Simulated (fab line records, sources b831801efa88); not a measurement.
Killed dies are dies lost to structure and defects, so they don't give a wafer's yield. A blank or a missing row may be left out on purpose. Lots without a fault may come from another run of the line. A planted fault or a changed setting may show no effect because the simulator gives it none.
Chamber matching | flow sky130 | SKY_VIA1_CMP_02 on cmp-01: 4 sister chambers
The step polishes SiO2. 4 wafers are shown with their chamber, then 7 later ones without.

WAFERS WITH THEIR CHAMBER
wafer  | chamber | motor_current_A (A)
L341.6 | 3       | 11.9
L344.6 | 1       | 14.0
L349.1 | 0       | 12.9
L349.2 | 2       | 11.8

WAFERS WITHOUT THEIR CHAMBER
wafer  | motor_current_A (A)
L349.4 | 13.3
L359.1 | 11.7
L359.2 | 12.3
L359.6 | 12.2
L360.1 | 13.6
L360.4 | 11.9
L360.6 | 13.1

WHICH CHAMBER EACH WENT THROUGH
wafer  | from the rows above          | in truth
L349.4 | can't be placed: 0 or 1      | 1
L359.1 | can't be placed: 2 or 3      | 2
L359.2 | can't be placed: 3 or 2 or 0 | 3
L359.6 | can't be placed: 3 or 2 or 0 | 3
L360.1 | can't be placed: 1 or 0      | 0
L360.4 | can't be placed: 3 or 2      | 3
L360.6 | 0                            | 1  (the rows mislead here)
Placed correctly: 0 of 7. Can't be placed from these rows: 6 (the true chamber is among the candidates in 6). Placed wrongly: 1.
How it was worked out, from the rows above alone: a wafer's distance from a chamber is the root of the sum, over the readings, of the square of ((its reading less the chamber's mean) divided by the reading's scatter). The wafer belongs to the nearest chamber; if the next one is less than 2 further off, it can't be placed. A chamber's mean is the mean of its shown wafers. The scatter: with one shown wafer a chamber, the root of the mean of the squares of how far each hidden wafer lies from its nearest shown one.
